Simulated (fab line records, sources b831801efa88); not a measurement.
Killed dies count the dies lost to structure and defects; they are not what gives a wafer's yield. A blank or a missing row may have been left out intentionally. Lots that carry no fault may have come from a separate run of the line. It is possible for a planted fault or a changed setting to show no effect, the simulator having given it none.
fab line records	flow sky130
record: lots: 7	wafers: 21	lastDay: 50
route steps=708 shown VIA1@475 METAL2@483 PAD_OPEN@708
lots that met no fault: from a run of the same line without faults
startH: the number of hours between the record's first day and the start of the first shown wafer of the lot	waitH: time in hours since the lot's previous step	" as in the row above	L1.1+2: a single row standing in for several wafers	- no value, or no start given	* or withheld: withheld	< > ~ a bound
route shown NAME@n: NAME is a module with steps in the file, n the number in the route of the first one	usual: mean and standard deviation over wafers with no fault	same: alike in all rows	chamber/n: place in a boat	sites: each site's reading	_std_site: the values' standard deviation	_edge_site: the outer-site mean with the inner-site mean subtracted	radiusMm: for every site, how far away it sits from the centre of the wafer	mask NAME#n: copy n	behind: the most recent tool/chamber to have shaped the wafer	hold: cause of the lot's hold/its duration in hours/its outcome	device: transistor that didn't switch, given as n, p or np	end of line: tests run on the same wafers once the route is complete	a step without rows: its recipe alone	killed: not the wafer's yield, but the dies lost to structure and defects at the first sort	map: per-die view of a wafer (x killed, . not killed, _ where there is no die)
set.NAME: the setting as run; set.NAME@STEP: as run at that earlier step	model.NAME: the simulator's own value behind a step, which no gauge read
lots at selected steps of the route; one table per step, one row per wafer
services: when a tool's chamber went out of use (startH, in hours from the record's first day, below 0 if earlier), for how many hours, and the reason
== steps ==
step: SKY_VIA1_STRIP_17
recipe: chemistry: postEtchResidueRemover	timeS: 1200	tempC: 72.5
step: SKY_VIA1_CLEAN_18
recipe: chemistry: IPA	timeS: 180	tempC: 25
step: SKY_VIA1_CLEAN_19
recipe: chemistry: O3/DIW	dry: n2Spin
step: SKY_VIA1_SPUTTER_20
recipe: material: TiN	targetThkNm: 20	chamberPressurePa: 5	powerW: 4000	timeS: 80
usual: cathodeDcPowerW: 4000.0/0.68	chamberPressurePa: 5.000/0.011	throttleValvePct: 30.1/1.1
lot.wafer	tool	chamber	startH	waitH	cathodeDcPowerW	chamberPressurePa	throttleValvePct
L836.1	pvdSputter-01	-	790.06	0.0	4000.3	5.010	29.5
L836.4	"	-	"	"	3999.5	5.014	29.8
L836.5	"	-	"	"	3999.3	4.994	29.5
L849.1	pvdSputter-02	-	897.29	0.0	4000.3	4.996	28.4
L849.3	"	-	"	"	4000.1	5.017	29.2
L849.4	"	-	"	"	3998.7	5.006	28.7
L845.2	pvdSputter-01	-	897.64	0.0	4000.8	4.995	29.7
L845.4	"	-	"	"	3999.6	5.002	29.8
L845.6	"	-	"	"	3999.6	5.007	29.6
L848.4	pvdSputter-03	-	897.93	0.0	4001.3	5.011	32.3
L848.5	"	-	"	"	4000.3	4.996	32.3
L848.6	"	-	"	"	4001.4	4.986	29.4
L856.1	pvdSputter-01	-	932.15	0.0	3999.8	4.998	29.8
L856.3	"	-	"	"	4000.3	5.001	29.9
L856.6	"	-	"	"	4000.4	5.004	29.8
L857.2	pvdSputter-03	-	937.65	0.0	3999.7	4.993	30.7
L857.4	"	-	"	"	4000.5	5.007	31.8
L857.6	"	-	"	"	4001.0	5.018	31.9
L859.2	pvdSputter-03	-	974.22	0.0	3999.7	5.012	32.1
L859.5	"	-	"	"	3999.1	4.994	30.9
L859.6	"	-	"	"	4000.3	4.998	32.2
step: SKY_VIA1_CVD_21
recipe: material: W	targetThkNm: 270	timeS: 80.902	tempC: 400	pressureTorr: 40
step: SKY_VIA1_RS_MEAS_22
recipe: thkMeasGauge: four-point-probe	reads: W_of_VIA1_CVD_21+TiN_of_VIA1_SPUTTER_20
usual: VIA1_W_RS: 0.428/0.0053
lot.wafer	tool	chamber	startH	waitH	VIA1_W_RS[ohm/sq]
L836.1	filmMetro-04	-	790.22	0.1	0.438
L836.4	"	-	"	"	0.436
L836.5	"	-	"	"	0.441
L849.1	filmMetro-04	-	897.44	0.1	0.422
L849.3	"	-	"	"	0.426
L849.4	"	-	"	"	0.426
L845.2	filmMetro-03	-	897.81	0.1	0.430
L845.4	"	-	"	"	0.424
L845.6	"	-	"	"	0.428
L848.4	filmMetro-03	-	898.15	0.1	0.419
L848.5	"	-	"	"	0.426
L848.6	"	-	"	"	0.422
L856.1	filmMetro-03	-	932.31	0.1	0.428
L856.3	"	-	"	"	0.429
L856.6	"	-	"	"	0.429
L857.2	filmMetro-01	-	937.82	0.1	0.431
L857.4	"	-	"	"	0.440
L857.6	"	-	"	"	0.436
L859.2	filmMetro-01	-	974.39	0.1	0.429
L859.5	"	-	"	"	0.433
L859.6	"	-	"	"	0.426
step: SKY_VIA1_THK_MEAS_23
recipe: thkMeasGauge: xrf	reads: W_of_VIA1_CVD_21
usual: VIA1_W_THK: 266/3.5
lot.wafer	tool	chamber	startH	waitH	VIA1_W_THK[nm]
L836.1	filmMetro-04	-	790.34	0.1	260
L836.4	"	-	"	"	261
L836.5	"	-	"	"	257
L849.1	filmMetro-04	-	897.56	0.1	272
L849.3	"	-	"	"	268
L849.4	"	-	"	"	270
L845.2	filmMetro-03	-	897.92	0.1	265
L845.4	"	-	"	"	269
L845.6	"	-	"	"	265
L848.4	filmMetro-03	-	898.24	0.1	271
L848.5	"	-	"	"	265
L848.6	"	-	"	"	270
L856.1	filmMetro-03	-	932.43	0.1	267
L856.3	"	-	"	"	265
L856.6	"	-	"	"	265
L857.2	filmMetro-01	-	937.93	0.1	266
L857.4	"	-	"	"	262
L857.6	"	-	"	"	264
L859.2	filmMetro-01	-	974.50	0.1	263
L859.5	"	-	"	"	262
L859.6	"	-	"	"	264
step: SKY_VIA1_CMP_24
recipe: stopOn: SiO2	tOverpolishS: 15	downForcePsi: 3.5	platenRpm: 60	targetThkNm: 0	padVelocityMS: 0.94248
usual: headPressurePsi: 3.501/0.0082	motorCurrentA: 10.6/0.67	overpolishRunS: 15.000/0.0086	timeToEndpointS: 64.7/2.9
lot.wafer	tool	chamber	startH	waitH	headPressurePsi	motorCurrentA	overpolishRunS	timeToEndpointS
L836.4	cmp-01	0	790.45	0.1	3.492	10.8	14.995	62.9
L836.1	"	1	"	"	3.507	12.2	14.998	68.3
L836.5	"	3	"	"	3.497	10.8	15.015	63.3
L849.1	cmp-01	3	897.69	0.1	3.485	11.1	14.996	67.4
L849.3	"	0	"	"	3.493	11.3	14.999	65.9
L849.4	"	1	"	"	3.502	11.7	14.987	66.2
L845.2	cmp-01	0	897.97	0.0	3.494	10.3	15.006	66.6
L845.4	"	2	"	"	3.493	10.1	15.016	67.8
L845.6	"	0	"	"	3.492	11.1	14.986	65.6
L848.4	cmp-02	1	898.42	0.2	3.496	10.7	14.985	67.3
L848.6	"	2	"	"	3.504	9.4	14.994	64.3
L848.5	"	3	"	"	3.509	10.4	15.005	62.6
L856.1	cmp-02	3	932.54	0.1	3.495	10.5	14.993	62.5
L856.3	"	1	"	"	3.495	10.1	15.016	61.1
L856.6	"	2	"	"	3.497	9.8	15.000	60.7
L857.2	cmp-01	2	937.98	0.0	3.492	10.4	14.999	64.9
L857.4	"	0	"	"	3.506	10.5	14.999	63.5
L857.6	"	3	"	"	3.508	11.0	15.000	65.0
L859.2	cmp-02	2	974.60	0.1	3.488	9.7	15.009	63.9
L859.6	"	1	"	"	3.490	10.3	15.002	64.2
L859.5	"	2	"	"	3.505	9.5	15.013	66.7
step: SKY_METAL2_SPUTTER_00
recipe: material: Ti	targetThkNm: 15	powerW: 3000	timeS: 10	chamberPressurePa: 0.4
usual: cathodeDcPowerW: 3000.0/0.53	chamberPressurePa: 0.4000/0.00083	throttleValvePct: 30.1/1
lot.wafer	tool	chamber	startH	waitH	cathodeDcPowerW	chamberPressurePa	throttleValvePct
L836.1	pvdSputter-02	-	790.70	0.1	3000.2	0.4006	29.4
L836.4	"	-	"	"	2999.5	0.4000	28.1
L836.5	"	-	"	"	2999.9	0.4009	28.9
L849.1	pvdSputter-04	-	897.94	0.2	3000.2	0.3999	30.6
L849.3	"	-	"	"	2999.7	0.3998	29.7
L849.4	"	-	"	"	2999.8	0.3997	31.0
L845.2	pvdSputter-02	-	898.27	0.2	2999.4	0.4012	29.5
L845.4	"	-	"	"	2998.9	0.3994	28.2
L845.6	"	-	"	"	2999.6	0.4000	29.3
L848.4	pvdSputter-03	-	898.57	0.1	3000.4	0.3997	30.9
L848.5	"	-	"	"	3000.7	0.4006	31.1
L848.6	"	-	"	"	3000.0	0.4001	29.2
L856.1	pvdSputter-04	-	932.79	0.2	3000.3	0.4005	29.6
L856.3	"	-	"	"	3000.1	0.4008	30.0
L856.6	"	-	"	"	3001.0	0.4004	29.6
L857.2	pvdSputter-02	-	938.28	0.2	2999.6	0.3996	29.0
L857.4	"	-	"	"	2999.9	0.4005	28.3
L857.6	"	-	"	"	3000.4	0.4007	29.5
L859.2	pvdSputter-03	-	974.85	0.2	3000.3	0.4004	31.7
L859.5	"	-	"	"	2999.1	0.4002	31.3
L859.6	"	-	"	"	3000.2	0.3995	29.3
step: SKY_METAL2_SPUTTER_01
recipe: material: TiN	targetThkNm: 20	powerW: 6500	timeS: 16.7	chamberPressurePa: 0.4
usual: cathodeDcPowerW: 6500.2/1.2	chamberPressurePa: 0.4000/0.00074	throttleValvePct: 30.1/1.1
lot.wafer	tool	chamber	startH	waitH	cathodeDcPowerW	chamberPressurePa	throttleValvePct
L836.1	pvdSputter-02	-	790.72	0.0	6502.2	0.3997	29.3
L836.4	"	-	"	"	6500.9	0.3996	28.1
L836.5	"	-	"	"	6500.9	0.3997	28.8
L849.1	pvdSputter-04	-	897.96	0.0	6499.4	0.4002	30.9
L849.3	"	-	"	"	6502.3	0.4004	29.6
L849.4	"	-	"	"	6500.8	0.3991	31.4
L845.2	pvdSputter-02	-	898.30	0.0	6498.8	0.3997	29.3
L845.4	"	-	"	"	6500.0	0.4002	28.0
L845.6	"	-	"	"	6500.4	0.4005	29.4
L848.4	pvdSputter-03	-	898.59	0.0	6500.6	0.4007	31.0
L848.5	"	-	"	"	6497.7	0.4017	30.8
L848.6	"	-	"	"	6499.3	0.4000	29.5
L856.1	pvdSputter-04	-	932.81	0.0	6500.8	0.4000	29.7
L856.3	"	-	"	"	6501.0	0.4012	30.2
L856.6	"	-	"	"	6499.9	0.3996	29.9
L857.2	pvdSputter-02	-	938.30	0.0	6501.8	0.3999	28.8
L857.4	"	-	"	"	6500.9	0.4004	28.4
L857.6	"	-	"	"	6500.5	0.3998	29.5
L859.2	pvdSputter-03	-	974.87	0.0	6501.5	0.4009	32.2
L859.5	"	-	"	"	6498.9	0.4006	31.2
L859.6	"	-	"	"	6500.7	0.3996	29.2
step: SKY_METAL2_SPUTTER_02
recipe: material: AlCu	targetThkNm: 250	powerW: 10600	timeS: 13.67	chamberPressurePa: 0.4
usual: cathodeDcPowerW: 10600/2	chamberPressurePa: 0.4001/0.00076	throttleValvePct: 30.1/1
lot.wafer	tool	chamber	startH	waitH	cathodeDcPowerW	chamberPressurePa	throttleValvePct
L836.1	pvdSputter-02	-	790.75	0.0	10602	0.3997	29.3
L836.4	"	-	"	"	10602	0.3998	28.2
L836.5	"	-	"	"	10597	0.4004	28.9
L849.1	pvdSputter-04	-	897.99	0.0	10603	0.4001	30.9
L849.3	"	-	"	"	10599	0.4021	29.6
L849.4	"	-	"	"	10604	0.3999	31.3
L845.2	pvdSputter-02	-	898.32	0.0	10597	0.3997	29.3
L845.4	"	-	"	"	10597	0.3995	28.4
L845.6	"	-	"	"	10603	0.3999	29.2
L848.4	pvdSputter-03	-	898.61	0.0	10601	0.4002	30.9
L848.5	"	-	"	"	10599	0.4008	31.2
L848.6	"	-	"	"	10603	0.4000	29.3
L856.1	pvdSputter-04	-	932.83	0.0	10600	0.4012	29.6
L856.3	"	-	"	"	10600	0.3990	30.0
L856.6	"	-	"	"	10598	0.4005	29.6
L857.2	pvdSputter-02	-	938.33	0.0	10600	0.4006	28.6
L857.4	"	-	"	"	10602	0.3991	28.3
L857.6	"	-	"	"	10601	0.4017	29.4
L859.2	pvdSputter-03	-	974.90	0.0	10602	0.3999	31.8
L859.5	"	-	"	"	10599	0.4020	30.9
L859.6	"	-	"	"	10598	0.3997	29.2
step: SKY_METAL2_SPUTTER_03
recipe: material: Ti	targetThkNm: 5	powerW: 3000	timeS: 3.3	chamberPressurePa: 0.4
step: SKY_METAL2_SPUTTER_04
recipe: material: TiN	targetThkNm: 70	powerW: 6500	timeS: 58.3	chamberPressurePa: 0.4
usual: cathodeDcPowerW: 6500.0/1.2	chamberPressurePa: 0.3999/0.00077	throttleValvePct: 30.1/1
lot.wafer	tool	chamber	startH	waitH	cathodeDcPowerW	chamberPressurePa	throttleValvePct
L836.1	pvdSputter-02	-	790.79	0.0	6502.2	0.3989	29.4
L836.4	"	-	"	"	6497.8	0.4013	28.2
L836.5	"	-	"	"	6500.9	0.3995	28.9
L849.1	pvdSputter-04	-	898.03	0.0	-	-	-
L849.3	"	-	"	"	-	-	-
L849.4	"	-	"	"	-	-	-
L845.2	pvdSputter-02	-	898.36	0.0	-	-	-
L845.4	"	-	"	"	-	-	-
L845.6	"	-	"	"	-	-	-
L848.4	pvdSputter-03	-	898.66	0.0	-	-	-
L848.5	"	-	"	"	-	-	-
L848.6	"	-	"	"	-	-	-
L856.1	pvdSputter-04	-	932.88	0.0	6499.6	0.4014	29.3
L856.3	"	-	"	"	6499.6	0.4007	30.1
L856.6	"	-	"	"	6501.6	0.4006	29.7
L857.2	pvdSputter-02	-	938.37	0.0	6502.3	0.4001	28.7
L857.4	"	-	"	"	6499.5	0.3988	28.2
L857.6	"	-	"	"	6499.6	0.4000	29.1
L859.2	pvdSputter-03	-	974.94	0.0	6499.0	0.3992	32.1
L859.5	"	-	"	"	6499.9	0.3999	30.9
L859.6	"	-	"	"	6500.5	0.4004	29.4
step: SKY_METAL2_RS_MEAS_05
recipe: thkMeasGauge: four-point-probe	reads: TiN_of_METAL2_SPUTTER_04+Ti_of_METAL2_SPUTTER_03+AlCu_of_METAL2_SPUTTER_02+TiN_of_METAL2_SPUTTER_01+Ti_of_METAL2_SPUTTER_00
usual: METAL2_ALCU_RS: 0.1234/0.0015
lot.wafer	tool	chamber	startH	waitH	hold	METAL2_ALCU_RS[ohm/sq]
L836.1	filmMetro-02	-	790.85	0.0	-	0.1238
L836.4	"	-	"	"	-	0.1236
L836.5	"	-	"	"	-	0.1229
L849.1	filmMetro-04	-	898.08	0.0	awaitDispo/0.2h/release	0.1253
L849.3	"	-	"	"	awaitDispo/0.2h/release	0.1242
L849.4	"	-	"	"	awaitDispo/0.2h/release	0.1251
L849.1	filmMetro-04	-	898.37	0.3	-	0.1253
L849.3	"	-	"	"	-	0.1241
L849.4	"	-	"	"	-	0.1252
L845.2	filmMetro-02	-	898.43	0.0	awaitDispo/0.2h/release	0.1239
L845.4	"	-	"	"	awaitDispo/0.2h/release	0.1257
L845.6	"	-	"	"	awaitDispo/0.2h/release	0.1244
L845.2	filmMetro-02	-	898.72	0.3	-	0.1236
L845.4	"	-	"	"	-	0.1255
L845.6	"	-	"	"	-	0.1243
L848.4	filmMetro-02	-	898.77	0.1	awaitDispo/0.2h/release	0.1227
L848.5	"	-	"	"	awaitDispo/0.2h/release	0.1225
L848.6	"	-	"	"	awaitDispo/0.2h/release	0.1256
L848.4	filmMetro-02	-	899.05	0.3	-	0.1229
L848.5	"	-	"	"	-	0.1221
L848.6	"	-	"	"	-	0.1253
L856.1	filmMetro-02	-	932.93	0.0	-	0.1242
L856.3	"	-	"	"	-	0.1243
L856.6	"	-	"	"	-	0.1240
L857.2	filmMetro-03	-	938.44	0.0	-	0.1262
L857.4	"	-	"	"	-	0.1263
L857.6	"	-	"	"	-	0.1232
L859.2	filmMetro-03	-	975.01	0.0	-	0.1223
L859.5	"	-	"	"	-	0.1208
L859.6	"	-	"	"	-	0.1233
step: SKY_METAL2_THK_MEAS_06
recipe: thkMeasGauge: xrf	reads: AlCu_of_METAL2_SPUTTER_02
usual: METAL2_ALCU_THK: 254/3.1
lot.wafer	tool	chamber	startH	waitH	hold	METAL2_ALCU_THK[nm]
L836.1	filmMetro-02	-	790.97	0.1	-	253
L836.4	"	-	"	"	-	253
L836.5	"	-	"	"	-	256
L845.2	filmMetro-02	-	900.51	1.8	awaitDispo/0.2h/release	293
L845.4	"	-	"	"	awaitDispo/0.2h/release	287
L845.6	"	-	"	"	awaitDispo/0.2h/release	291
L845.2	filmMetro-02	-	900.74	0.2	-	292
L845.4	"	-	"	"	-	290
L845.6	"	-	"	"	-	291
L848.4	filmMetro-02	-	901.18	2.1	awaitDispo/0.2h/release	294
L848.5	"	-	"	"	awaitDispo/0.2h/release	296
L848.6	"	-	"	"	awaitDispo/0.2h/release	289
L848.4	filmMetro-02	-	901.40	0.2	-	292
L848.5	"	-	"	"	-	295
L848.6	"	-	"	"	-	287
L849.1	filmMetro-04	-	903.16	4.8	awaitDispo/0.2h/release	287
L849.3	"	-	"	"	awaitDispo/0.2h/release	292
L849.4	"	-	"	"	awaitDispo/0.2h/release	289
L849.1	filmMetro-04	-	903.50	0.3	-	289
L849.3	"	-	"	"	-	291
L849.4	"	-	"	"	-	288
L856.1	filmMetro-02	-	933.05	0.1	-	253
L856.3	"	-	"	"	-	255
L856.6	"	-	"	"	-	254
L857.2	filmMetro-03	-	938.55	0.1	-	246
L857.4	"	-	"	"	-	250
L857.6	"	-	"	"	-	255
L859.2	filmMetro-03	-	975.12	0.1	-	259
L859.5	"	-	"	"	-	259
L859.6	"	-	"	"	-	257
step: SKY_PAD_OPEN_PROBE_99
usual: defectLimitedYield: 82.5/2	killed_at_M0_to_M3: 43/7.3	killed_at_M4_up: 3.5/2.2	killedAtContacts: 24/5.3	killedAtFrontEnd: 15/4.2	killedAtOther: 0.3/0.67	killedDies: 86/9.8	killedOpen: 47/7.2	killedShort: 39/6.5	sort_bin_3_pad_short: 0.9/0.42	sort_bin_5_function: 10.4/1.5	sort_bin_6_memory: 6.3/1.2	sort_bin_8_speed: 0.00/0.038	sortNPass: 406/9.9	sortYieldPct: 82.5/2
same: grossDies: 492	killedAtBackSide: 0	sort_bin_4_leakage[%]: 0
lot.wafer	tool	chamber	startH	waitH	hold	defectLimitedYield[%]	killed_at_M0_to_M3	killed_at_M4_up	killedAtContacts	killedAtFrontEnd	killedAtOther	killedDies	killedOpen	killedShort	sort_bin_3_pad_short[%]	sort_bin_5_function[%]	sort_bin_6_memory[%]	sort_bin_8_speed[%]	sortNPass	sortYieldPct[%]	model.etest.via2Chain.rcOhm
L836.1	prober-01	-	1072.60	0.1	-	82.9	41	5	28	10	0	84	50	34	0.4	11.6	5.1	0.20	407	82.7	10.94
L836.4	prober-01	-	1072.75	0.2	-	85.0	29	5	28	12	0	74	43	31	0.2	9.6	5.3	0	418	85.0	10.64
L836.5	prober-01	-	1072.80	0.2	-	81.5	39	7	25	20	0	91	46	45	0.8	8.9	8.7	0	401	81.5	10.08
L849.1	prober-02	-	1158.61	0.1	-	80.3	44	3	31	19	0	97	46	51	1.8	10.8	7.1	0	395	80.3	15.6
L849.3	prober-02	-	1158.71	0.2	-	80.5	47	2	32	15	0	96	45	51	1.2	12.0	6.3	0	396	80.5	15.89
L849.4	prober-02	-	1158.76	0.2	-	86.2	38	3	17	10	0	68	36	32	0.2	8.3	5.3	0	424	86.2	15.38
L845.2	prober-01	-	1158.66	0.1	-	83.1	39	7	26	11	0	83	51	32	0.8	9.1	6.9	0	409	83.1	14.76
L845.4	prober-01	-	1158.76	0.2	-	83.1	51	2	22	8	0	83	39	44	1.6	10.2	5.1	0	409	83.1	17.21
L845.6	prober-01	-	1158.86	0.2	-	83.1	45	2	25	11	0	83	37	46	0.6	10.0	6.3	0	409	83.1	15.12
L848.4	prober-02	-	1162.48	2.1	awaitDispo/1.9h/release	85.4	36	1	22	12	1	72	44	27	0.6	9.8	4.3	0	420	85.4	16.05
L848.5	prober-02	-	1162.53	2.1	awaitDispo/1.9h/release	81.3	42	4	32	13	1	92	41	51	1.2	10.2	7.3	0	400	81.3	14.93
L848.6	prober-02	-	1162.58	2.2	awaitDispo/1.9h/release	80.7	56	4	23	11	1	95	46	48	1.6	10.8	6.9	0	397	80.7	16.55
L856.1	prober-01	-	1181.26	0.1	-	80.1	56	2	23	16	1	98	57	41	0.4	12.4	7.1	0	394	80.1	10.27
L856.3	prober-01	-	1181.36	0.2	-	81.9	49	2	25	13	0	89	57	30	0.4	11.8	5.9	0	403	81.9	9.453
L856.6	prober-01	-	1181.51	0.2	-	81.1	48	7	22	16	0	93	43	50	1.2	11.4	6.3	0	399	81.1	9.356
L857.2	prober-02	-	1184.42	0.1	-	79.7	58	3	18	21	0	100	53	47	1.0	13.6	5.7	0	392	79.7	10.4
L857.4	prober-02	-	1184.52	0.2	-	79.7	49	1	25	25	0	100	57	43	1.6	11.6	7.1	0	392	79.7	10.07
L857.6	prober-02	-	1184.62	0.2	-	82.5	42	3	24	17	0	86	46	39	0.8	10.8	5.9	0	406	82.5	10.11
L859.2	prober-01	-	1207.09	0.1	-	80.5	54	0	26	16	0	96	49	44	1.0	11.0	7.5	0	396	80.5	10.23
L859.5	prober-01	-	1207.24	0.2	-	80.9	49	2	26	17	0	94	57	37	0.4	9.8	8.9	0	398	80.9	10.61
L859.6	prober-01	-	1207.29	0.2	-	81.1	39	3	30	21	0	93	52	39	2.0	11.4	5.5	0	399	81.1	10.58
killed by level:class
L836.1 CONTACT:geometricParticle:open=13 VIA1:geometricParticle:open=10 VIA2:geometricParticle:open=9 LI_CONTACT:geometricParticle:short=6 VIA3:geometricParticle:open=6 METAL2:geometricParticle:short=6 FIELD_ISO:geometricParticle:open=4 CONTACT:geometricParticle:short=4
L836.4 LI_CONTACT:geometricParticle:open=11 CONTACT:geometricParticle:open=10 VIA1:geometricParticle:open=7 METAL1:geometricParticle:short=5 FIELD_ISO:geometricParticle:short=4 LOCAL_INTERCONNECT:geometricParticle:short=4 METAL2:geometricParticle:short=4 VIA1:geometricParticle:short=3
L836.5 VIA1:geometricParticle:open=14 CONTACT:geometricParticle:open=12 METAL2:geometricParticle:short=6 METAL4:geometricParticle:short=6 FIELD_ISO:geometricParticle:short=5 METAL1:geometricParticle:short=5 LI_CONTACT:geometricParticle:short=4 LOCAL_INTERCONNECT:geometricParticle:short=4
L849.1 CONTACT:geometricParticle:open=10 VIA1:geometricParticle:open=9 METAL2:geometricParticle:short=9 LI_CONTACT:geometricParticle:open=8 METAL1:geometricParticle:short=7 CONTACT:geometricParticle:short=7 VIA3:geometricParticle:open=7 FIELD_ISO:geometricParticle:short=6
L845.2 LI_CONTACT:geometricParticle:open=11 CONTACT:geometricParticle:open=8 METAL1:geometricParticle:short=8 VIA1:geometricParticle:open=6 VIA3:geometricParticle:open=5 METAL1:geometricParticle:open=4 POLY_GATE:geometricParticle:open=3 LI_CONTACT:geometricParticle:short=3
L849.3 VIA2:geometricParticle:open=10 VIA1:geometricParticle:open=9 LI_CONTACT:geometricParticle:open=7 LOCAL_INTERCONNECT:geometricParticle:short=7 CONTACT:geometricParticle:short=7 METAL2:geometricParticle:short=7 POLY_GATE:geometricParticle:short=5 LI_CONTACT:geometricParticle:short=5
L845.4 VIA1:geometricParticle:open=10 METAL2:geometricParticle:short=9 METAL1:geometricParticle:short=7 VIA3:geometricParticle:open=7 LI_CONTACT:geometricParticle:short=6 LOCAL_INTERCONNECT:geometricParticle:short=6 VIA2:geometricParticle:open=6 VIA1:geometricParticle:short=5
L849.4 VIA3:geometricParticle:open=10 LI_CONTACT:geometricParticle:open=7 METAL1:geometricParticle:short=6 VIA2:geometricParticle:open=6 METAL2:geometricParticle:short=6 FIELD_ISO:geometricParticle:open=4 VIA2:geometricParticle:short=4 METAL4:geometricParticle:short=3
L845.6 VIA1:geometricParticle:open=11 METAL1:geometricParticle:short=9 LOCAL_INTERCONNECT:geometricParticle:short=7 LI_CONTACT:geometricParticle:short=5 CONTACT:geometricParticle:open=5 VIA1:geometricParticle:short=5 METAL2:geometricParticle:short=5 FIELD_ISO:geometricParticle:open=4
L848.4 VIA1:geometricParticle:open=10 LI_CONTACT:geometricParticle:open=8 METAL2:geometricParticle:short=6 VIA3:geometricParticle:open=6 FIELD_ISO:geometricParticle:open=4 CONTACT:geometricParticle:open=4 POLY_GATE:geometricParticle:short=3 LI_CONTACT:geometricParticle:short=3
L848.5 LI_CONTACT:geometricParticle:open=10 VIA1:geometricParticle:short=9 VIA1:geometricParticle:open=9 FIELD_ISO:geometricParticle:short=7 CONTACT:geometricParticle:open=7 LOCAL_INTERCONNECT:geometricParticle:short=6 VIA2:geometricParticle:open=6 LI_CONTACT:geometricParticle:short=5
L848.6 VIA2:geometricParticle:open=12 METAL1:geometricParticle:short=9 VIA1:geometricParticle:open=9 LI_CONTACT:geometricParticle:open=6 METAL2:geometricParticle:short=6 CONTACT:geometricParticle:short=6 CONTACT:geometricParticle:open=6 VIA1:geometricParticle:short=5
L856.1 VIA1:geometricParticle:open=15 CONTACT:geometricParticle:open=10 METAL2:geometricParticle:short=9 VIA3:geometricParticle:open=9 VIA2:geometricParticle:open=8 FIELD_ISO:geometricParticle:short=6 VIA1:geometricParticle:short=5 LI_CONTACT:geometricParticle:open=4
L856.3 VIA1:geometricParticle:open=13 VIA2:geometricParticle:open=11 CONTACT:geometricParticle:open=9 LI_CONTACT:geometricParticle:open=6 METAL1:geometricParticle:short=6 METAL2:geometricParticle:short=6 VIA3:geometricParticle:open=5 LOCAL_INTERCONNECT:geometricParticle:short=4
L856.6 VIA1:geometricParticle:open=12 METAL2:geometricParticle:short=7 VIA1:geometricParticle:short=7 LI_CONTACT:geometricParticle:open=7 VIA2:geometricParticle:open=5 LOCAL_INTERCONNECT:geometricParticle:short=5 METAL1:geometricParticle:short=5 POLY_GATE:geometricParticle:open=4
L857.2 VIA1:geometricParticle:open=17 METAL1:geometricParticle:short=10 CONTACT:geometricParticle:open=8 VIA3:geometricParticle:open=7 FIELD_ISO:geometricParticle:short=6 POLY_GATE:geometricParticle:open=5 CONTACT:geometricParticle:short=5 VIA1:geometricParticle:short=5
L857.4 VIA1:geometricParticle:open=9 VIA2:geometricParticle:open=9 CONTACT:geometricParticle:open=8 VIA1:geometricParticle:short=8 VIA3:geometricParticle:open=8 FIELD_ISO:geometricParticle:open=7 LI_CONTACT:geometricParticle:open=7 FIELD_ISO:geometricParticle:short=5
L857.6 VIA1:geometricParticle:open=10 LI_CONTACT:geometricParticle:open=8 LOCAL_INTERCONNECT:geometricParticle:short=6 VIA1:geometricParticle:short=6 VIA3:geometricParticle:open=6 VIA2:geometricParticle:open=5 POLY_GATE:geometricParticle:open=4 FIELD_ISO:geometricParticle:short=4
L859.2 CONTACT:geometricParticle:open=12 VIA1:geometricParticle:short=10 VIA1:geometricParticle:open=10 METAL2:geometricParticle:short=9 VIA2:geometricParticle:open=7 LOCAL_INTERCONNECT:geometricParticle:short=5 VIA3:geometricParticle:open=5 POLY_GATE:geometricParticle:open=4
L859.5 VIA1:geometricParticle:open=14 VIA3:geometricParticle:open=11 LI_CONTACT:geometricParticle:open=7 CONTACT:geometricParticle:open=7 VIA1:geometricParticle:short=7 CONTACT:geometricParticle:short=6 VIA2:geometricParticle:open=6 METAL2:geometricParticle:short=5
L859.6 CONTACT:geometricParticle:open=12 VIA2:geometricParticle:open=10 VIA1:geometricParticle:open=9 CONTACT:geometricParticle:short=8 FIELD_ISO:geometricParticle:open=5 LOCAL_INTERCONNECT:geometricParticle:short=5 METAL1:geometricParticle:short=5 VIA3:geometricParticle:short=4
== services ==
tool	chamber	startH	hours	kind
cmp-01	-	778.52	1.0	repair
cmp-01	-	784.29	2.1	repair
cmp-01	-	803.91	3.7	repair
cmp-02	-	805.37	0.3	repair
pvdSputter-01	-	810.40	0.5	repair
cmp-01	-	825.16	14.5	repair
cmp-01	-	825.52	4.3	repair
pvdSputter-03	-	827.79	2.2	repair
pvdSputter-02	-	846.81	3.5	repair
cmp-01	-	867.25	2.5	repair
cmp-02	-	879.76	5.4	pm
pvdSputter-03	-	884.65	4.8	repair
pvdSputter-01	-	892.73	1.5	repair
cmp-02	-	893.88	2.5	repair
cmp-02	-	906.78	0.3	repair
pvdSputter-01	-	909.74	6.6	repair
cmp-02	-	912.17	4.0	pm
cmp-01	-	919.87	3.5	pm
cmp-01	-	931.72	4.6	repair
pvdSputter-04	-	933.35	0.9	repair
pvdSputter-02	-	949.24	4.4	repair
cmp-02	-	950.31	4.1	repair
pvdSputter-01	-	957.11	1.5	repair
pvdSputter-04	-	967.48	2.1	repair
== key ==
firstSign: step: SKY_METAL2_SPUTTER_04	reading: toolRecord	direction: missing
effect: step: SKY_METAL2_RS_MEAS_05	reading: visit	direction: added
effect: step: SKY_METAL2_THK_MEAS_06	reading: visit	direction: added
effect: step: SKY_METAL2_THK_MEAS_06	reading: METAL2_ALCU_THK	direction: up	sigmas: 12	usual: 254	struck: 291
modelEffect: step: SKY_PAD_OPEN_PROBE_99	value: etest.via2Chain.rcOhm	without: 9.914	struck: 15.72
metAt SKY_METAL2_SPUTTER_04
struckWafers L845.2,L845.4,L845.6,L848.4,L848.5,L848.6,L849.1,L849.3,L849.4
onsetBetween 790.79 898.03
fault: kind: skippedStepWhole	tool: pvdSputter-02,pvdSputter-03,pvdSputter-04	chamber: -	onsetH: 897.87	steps: SKY_METAL2_SPUTTER_04	scope: struckLotsOnly
